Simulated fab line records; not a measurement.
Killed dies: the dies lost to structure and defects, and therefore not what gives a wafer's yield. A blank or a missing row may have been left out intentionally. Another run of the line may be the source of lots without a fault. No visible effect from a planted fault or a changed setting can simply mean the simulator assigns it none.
A struck lot beside a sound one + flow sky130 + 44 out of 708 route steps
Sound: the wafers L226.4, L226.5, L226.6. Wafers L231.1, L231.4, L231.5 were the ones struck. The cause is given at the end.
Per side, at each step with rows, come the tool, then ch with its chambers, and then its first start. Under that, the readings that differ: sound wafers + struck wafers + difference of the means + sigmas: that difference in standard deviations of wafers without a fault.
alike: a reading whose means differ by less than 2 such deviations, as well as words and numbers matching on both sides. not compared: withheld readings; readings where some wafer has no value; bounds like >300 that might hide an equal value; numbers whose values overlap and for which the record gives no deviation.
The two part at a step that has a row with sigmas, a row that says differs or no value, or rows on one side only. Numbers that don't overlap but have no deviation are shown without sigmas and don't part them. Lack of a reading on every wafer of one side parts them only where that side has two or more wafers.

first, 3 steps without rows for these wafers: SKY_FIELD_ISO_CLEAN_20 (cleans in dHF, time 20 s); SKY_FIELD_ISO_WET_ETCH_21 (etches SiO2 in dHF, target depth 20 nm, time 400 s); SKY_FIELD_ISO_OXIDATION_22 (stabilise 600 s, purge 300 s, target thk 10 nm).
SKY_FIELD_ISO_THK_MEAS_23:
  sound: film_metro-02 at day 3 00:19; struck: film_metro-04 at day 3 22:08
  alike: FIELD_ISO_OXIDATION_01_THK
then, 1 step without rows for these wafers: SKY_FIELD_ISO_CVD_24 (deposits SiO2, target thk 595 nm, time 99.2 s).
SKY_FIELD_ISO_THK_MEAS_25:
  sound: film_metro-02 at day 3 00:29; struck: film_metro-02 at day 3 22:16
  alike: FIELD_ISO_CVD_24_THK
then, 1 step without rows for these wafers: SKY_FIELD_ISO_ANNEAL_26 (time 1800 s).
SKY_FIELD_ISO_CMP_27: polishes, stops on Si3N4, t overpolish 16 s, target thk 457.8 nm.
  sound on cmp-01 ch 0,1,3, day 3 05:07; struck on cmp-02 ch 0,2, day 4 01:02
  alike: motor_current_A, overpolish_run_s, time_to_endpoint_s
then, 4 steps without rows for these wafers: SKY_FIELD_ISO_WET_ETCH_28 (etches SiO2 in dHF, target depth 23.7 nm, time 47 s); SKY_FIELD_ISO_WET_ETCH_29 (etches Si3N4 in H3PO4, target depth 160 nm, time 1825 s); SKY_FIELD_ISO_WET_ETCH_30 (etches SiO2 in dHF, target depth 25 nm, time 48.96 s); SKY_NWELL_CLEAN_00 (cleans in SC1/SC2, time 150 s).
SKY_NWELL_OXIDATION_01: stabilise 600 s, purge 300 s, target thk 10 nm.
  sound on furnace-01 ch 0, day 3 06:13; struck on furnace-01 ch 0, day 4 02:09
| reading                                      | sound             | struck               | difference | sigmas      |
|----------------------------------------------|-------------------|----------------------|------------|-------------|
| spike_tc_bottom_C (C)                        | 915.6 916.2 914.7 | 932.8 931.5 933.0    | +16.9      | +8          |
| spike_tc_centre_C (C)                        | 901.1 899.3 901.8 | 917.2 917.9 919.7    | +17.5      | +18         |
| spike_tc_lower_C (C)                         | 899.5 899.3 899.4 | 919.7 916.1 916.3    | +18.0      | +16         |
| spike_tc_top_C (C)                           | 911.6 914.8 912.0 | 934.0 930.0 932.6    | +19.4      | +7          |
| spike_tc_upper_C (C)                         | 898.0 897.6 898.7 | 916.1 915.7 916.2    | +17.9      | +16         |
| tube_center_temp_C (C)                       | 900.03 900 900.17 | 917.86 917.96 918.09 | +17.90     | +99 or more |
| tube_center_temp_C_max                       | 902.3 901.8 902.4 | 919.8 920.5 920.2    | +18.0      | +45         |
| zone_power_bottom_pct (%)                    | 26.6 26.4 26.7    | 28.2 27.9 27.8       | +1.4       | +3          |
| model.SiO2_of_NWELL_OXIDATION_01.thk_nm (nm) | 10.25 10.38 10.07 | 12.2 12.17 12.14     | +1.9       |             |
SKY_NWELL_THK_MEAS_02:
  sound: film_metro-01 at day 3 07:39; struck: film_metro-02 at day 4 03:33
| reading                  | sound             | struck            | difference | sigmas |
|--------------------------|-------------------|-------------------|------------|--------|
| NWELL_OXIDATION_THK (nm) | 10.25 10.38 10.07 | 12.21 12.16 12.10 | +1.92      | +13    |
then, 8 steps without rows for these wafers: SKY_DNWELL_DEHYDRATE_00 (time 60 s); SKY_DNWELL_HMDS_01 (prime time 60 s); SKY_DNWELL_COAT_02 (resist thk 3000 nm); SKY_DNWELL_SOFTBAKE_03; SKY_DNWELL_EXPOSE_04 (exposes mask DNM, target cd 3000 nm); SKY_DNWELL_PEB_05; SKY_DNWELL_DEVELOP_06 (develop time 60 s); SKY_DNWELL_IMPLANT_07.
SKY_DNWELL_STRIP_08: strips in O2/N2.
  sound on plasma_asher-02 ch 0,1, day 3 23:02; struck on plasma_asher-02 ch 0,1, day 4 21:01
  alike: drypump_motor_current_A, oes_product_au, strip_time_to_endpoint_s
  not compared: rf_hours_counter_h
SKY_DNWELL_TW_MEAS_09:
  sound: film_metro-02 at day 3 23:08; struck: film_metro-01 at day 4 21:07
| reading   | sound          | struck         | difference | sigmas |
|-----------|----------------|----------------|------------|--------|
| DNWELL_TW | 1127 1133 1133 | 1105 1103 1104 | -27        | -3     |
then, 7 steps without rows for these wafers: SKY_PWDE_DEHYDRATE_00 (time 60 s); SKY_PWDE_HMDS_01 (prime time 60 s); SKY_PWDE_COAT_02 (resist thk 3000 nm); SKY_PWDE_SOFTBAKE_03; SKY_PWDE_EXPOSE_04 (exposes mask PWDEM, target cd 840 nm); SKY_PWDE_PEB_05; SKY_PWDE_DEVELOP_06 (develop time 58.2 s).
SKY_PWDE_OVL_MEAS_07:
  sound: overlay-02 at day 4 15:35; struck: overlay-01 at day 5 14:34
| reading       | sound          | struck      | difference | sigmas |
|---------------|----------------|-------------|------------|--------|
| PWDE_OVL (nm) | -1.2 -3.3 -1.5 | 2.2 0.6 2.1 | +3.6       | +3     |
next, for these wafers, 1 step has no rows: SKY_PWDE_IMPLANT_08.
SKY_PWDE_STRIP_09: strips in O2/N2.
  sound on plasma_asher-01 ch 0,1, day 4 15:47; struck on plasma_asher-01 ch 0,1, day 5 14:45
  alike: drypump_motor_current_A, oes_product_au, strip_time_to_endpoint_s
  not compared: rf_hours_counter_h
SKY_PWDE_TW_MEAS_10:
  sound: film_metro-01 at day 4 15:53; struck: film_metro-02 at day 5 14:51
| reading | sound       | struck      | difference | sigmas |
|---------|-------------|-------------|------------|--------|
| PWDE_TW | 370 371 371 | 377 378 377 | +7         | +2     |
then, 7 steps without rows for these wafers: SKY_NWELL_DEHYDRATE_03 (time 60 s); SKY_NWELL_HMDS_04 (prime time 60 s); SKY_NWELL_COAT_05 (resist thk 3000 nm); SKY_NWELL_SOFTBAKE_06; SKY_NWELL_EXPOSE_07 (exposes mask NWM, target cd 840 nm); SKY_NWELL_PEB_08; SKY_NWELL_DEVELOP_09 (develop time 60 s).
-- the record jumps here: 9 days lie between the struck wafers' starts before and after (it left off in module NWELL and takes up again in module SONOS_ONO, whose first step shown is number 183 of the route) --
SKY_SONOS_ONO_ETCH_15: etches the open film in CHF3/O2, target depth 19.52 nm, time 7.8 s.
  sound on rie_diel-01 ch 1,2,3, day 13 15:47; struck on rie_diel-02 ch 0,1,2, day 15 02:39
| reading                                      | sound            | struck            | difference | sigmas |
|----------------------------------------------|------------------|-------------------|------------|--------|
| model.SiO2_of_NWELL_OXIDATION_01.thk_nm (nm) | 5.754 5.81 5.668 | 7.696 7.739 7.722 | +1.975     |        |
  alike: chf3_flow_sccm, drypump_motor_current_A, oes_product_au, rf_fwd_power_W, throttle_valve_pct
  not compared: rf_hours_counter_h
-- record jumps: 32 days separate the struck wafers' starts on either side; left off in module SONOS_ONO, taken up again in module PAD_OPEN, whose first shown step is the route's number 708 --
SKY_PAD_OPEN_PROBE_99:
  sound: prober-02 at day 46 14:11; struck: prober-02 at day 47 14:29
| reading                                  | sound                   | struck                  | difference | sigmas |
|------------------------------------------|-------------------------|-------------------------|------------|--------|
| model.etest.pfet_01v8_mvt.vt_sat_v (V)   | -0.5413 -0.5474 -0.5373 | -0.5695 -0.5688 -0.5771 | -0.0298    |        |
| model.etest.pfet_01v8_mvt.vt_v (V)       | -0.6325 -0.6379 -0.6295 | -0.6585 -0.652 -0.6629  | -0.0245    |        |
| model.etest.pfet_01v8_mvt.vt_long_v (V)  | -0.8414 -0.844 -0.8415  | -0.8601 -0.8567 -0.8633 | -0.0177    |        |
| model.etest.pfet_16v.vt_v (V)            | -1.071 -1.077 -1.071    | -1.152 -1.148 -1.148    | -0.076     |        |
| model.etest.pfet_g5v0d10v5.vt_long_v (V) | -0.9063 -0.9167 -0.9127 | -0.9773 -0.9763 -0.974  | -0.0640    |        |
| model.etest.pfet_01v8.vt_long_v (V)      | -1.039 -1.043 -1.04     | -1.052 -1.05 -1.054     | -0.011     |        |
  alike: killed_at_M0_to_M3, killed_at_M4_up, killed_at_contacts, killed_at_front_end, killed_at_other, killed_dies, killed_open, killed_short

== WHERE THEY PART ==
First at SKY_NWELL_OXIDATION_01; last, within this record, at SKY_PWDE_TW_MEAS_10. Later steps at which nothing parts them and some readings are alike: SKY_SONOS_ONO_ETCH_15, SKY_PAD_OPEN_PROBE_99.

WHY: whatever the simulator had introduced
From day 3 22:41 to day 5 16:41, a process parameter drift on furnace-01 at SKY_NWELL_OXIDATION_01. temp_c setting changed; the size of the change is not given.
